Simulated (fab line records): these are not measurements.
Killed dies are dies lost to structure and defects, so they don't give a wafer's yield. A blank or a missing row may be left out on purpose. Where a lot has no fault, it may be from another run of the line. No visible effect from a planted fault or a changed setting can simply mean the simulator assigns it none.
A lot that was struck, set against a sound lot :: flow gf180mcu :: 32 out of 602 route steps
Sound: wafers L863.3, L863.4, L863.5. Struck: wafer L880.3. (L880.6 of the same lot was not struck and is left out.) The cause comes at the end.
Each step with rows lists, per side, the tool, then ch with its chambers, then its first start. Under that, the readings that differ: sound wafers :: struck wafers :: difference of the means :: sigmas: that difference in standard deviations of wafers without a fault.
alike: same words and numbers on both sides, and readings whose means sit less than 2 such deviations apart. not compared: any withheld reading, any reading some wafer has no value for, any bound like >300 that may hide the same value, and any number with overlapping values for which the record gives no deviation.
A row with sigmas, a row that says differs or no value, or rows on one side alone: a step with any of these is where the two part. Numbers that don't overlap but have no deviation are shown without sigmas and don't part them. A reading missing from all wafers of one side parts the sides only when that side holds two or more wafers.

GF_HV_LDD_THK_MEAS_57:
  sound: film-metro-01 at day 12 12:49; struck: film-metro-01 at day 18 04:19
  alike: HV_LDD_CVD_56_THK
GF_HV_LDD_ETCHBACK_58: etches Si3N4 in CH3F/O2, stops on SiO2, time 100 s, target depth 90 nm.
  sound on rie-diel-04 ch 0,2, day 12 12:51; struck on rie-diel-04 ch 0, day 18 04:22
  alike: drypump-motor-current-A, oes-product-au, throttle-valve-pct
  not compared: rf-hours-counter-h
then, 7 steps without rows for these wafers: GF_NSD_DEHYDRATE_00 (time 60 s); GF_NSD_HMDS_01 (prime time 60 s); GF_NSD_COAT_02 (resist thk 1000 nm); GF_NSD_SOFTBAKE_03 (time 60 s); GF_NSD_EXPOSE_04 (exposes mask Nplus, target cd 400 nm); GF_NSD_PEB_05; GF_NSD_DEVELOP_06 (develop time 60 s).
GF_NSD_CD_MEAS_07 targets a cd of 400 nm.
  sound: cd-sem-02 at day 13 08:28; struck: cd-sem-02 at day 19 03:28
  alike: cd-nm
GF_NSD_OVL_MEAS_08:
  sound: overlay-02 at day 13 08:33; struck: overlay-02 at day 19 03:34
  alike: NSD_OVL
following that, these wafers have no rows for 1 step: GF_NSD_IMPLANT_09.
GF_NSD_IMPLANT_10:
  sound on implanter-03 ch 0, day 13 08:47; struck on implanter-04 ch 0, day 19 03:47
reading: beam-on-s (s)
sound: 10.15 9.85 9.88
struck: 8.18
difference: -1.78
sigmas: -9

reading: faraday-current-uA
sound: 2749 2833 2830
struck: 3392
difference: +588
sigmas: +11
  alike: tilt-deg
GF_NSD_STRIP_11: strips in O2/N2.
  sound on plasma-asher-01 ch 0,1, day 13 08:55; struck on plasma-asher-02 ch 0, day 19 03:55
reading: strip-time-to-endpoint-s (s)
sound: 23.00 22.99 22.98
struck: 22.90
difference: -0.09
sigmas: -3
  alike: drypump-motor-current-A, heater-power-w, oes-product-au
  not compared: rf-hours-counter-h
GF_NSD_TW_MEAS_12:
  sound: film-metro-03 at day 13 09:00; struck: film-metro-02 at day 19 04:00
  alike: NSD_TW
then, 7 steps without rows for these wafers: GF_PSD_DEHYDRATE_00 (time 60 s); GF_PSD_HMDS_01 (prime time 60 s); GF_PSD_COAT_02 (resist thk 1000 nm); GF_PSD_SOFTBAKE_03 (time 60 s); GF_PSD_EXPOSE_04 (exposes mask Pplus, target cd 400 nm); GF_PSD_PEB_05; GF_PSD_DEVELOP_06 (develop time 60 s).
GF_PSD_CD_MEAS_07 targets a cd of 400 nm.
  sound: cd-sem-01 at day 14 05:09; struck: cd-sem-02 at day 20 03:37
  alike: cd-nm
GF_PSD_OVL_MEAS_08:
  sound: overlay-02 at day 14 05:15; struck: overlay-01 at day 20 03:43
  alike: PSD_OVL
following that, these wafers have no rows for 1 step: GF_PSD_IMPLANT_09.
GF_PSD_STRIP_10: strips in O2/N2.
  sound on plasma-asher-02 ch 0,1, day 14 05:27; struck on plasma-asher-04 ch 0, day 20 03:55
  alike: drypump-motor-current-A, heater-power-w, oes-product-au, strip-time-to-endpoint-s
  not compared: rf-hours-counter-h
GF_PSD_TW_MEAS_11:
  sound: film-metro-03 at day 14 05:32; struck: film-metro-03 at day 20 04:00
  alike: PSD_TW
then, 1 step without rows for these wafers: GF_PSD_CLEAN_12 (cleans in SC1/SC2, time 150 s).
GF_PSD_RTA_13: time 20 s.
  sound on rtp-anneal-02 ch 0, day 14 05:40; struck on rtp-anneal-01 ch 0, day 20 04:08
reading: lamp-power-pct (%)
sound: 40 40 40
struck: 34
difference: -6
sigmas: -2
  alike: wafer_temp_C_max
GF_PSD_RS_MEAS_14: measurement is done with a four-point probe.
  sound: film-metro-02 at day 14 05:45; struck: film-metro-02 at day 20 04:13
reading: NSD_RS (ohm/sq)
sound: 46.35 46.18 46.11
struck: 46.99
difference: +0.78
sigmas: +8
GF_PSD_RS_MEAS_15: measurement is done with a four-point probe.
  sound: film-metro-02 at day 14 05:52; struck: film-metro-02 at day 20 04:20
  alike: PSD_RS
-- the record jumps here: 14 days lie between the struck wafers' starts before and after (it left off in module PSD and takes up again in module PASSIVATION, whose first step shown is number 602 of the route) --
GF_PASSIVATION_PROBE_99:
  sound: prober-02 at day 29 00:54; struck: prober-01 at day 33 17:16
  not compared: model.etest.nplus-u.rs-ohm-sq

== WHERE THEY PART ==
First at GF_NSD_IMPLANT_10; last, within this record, at GF_PSD_RS_MEAS_14. Later steps at which nothing parts them and some readings are alike: GF_PSD_RS_MEAS_15.

WHY: whatever the simulator had introduced
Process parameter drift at GF_NSD_IMPLANT_10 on implanter-04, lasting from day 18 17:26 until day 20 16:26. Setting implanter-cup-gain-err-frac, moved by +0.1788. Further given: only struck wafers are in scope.
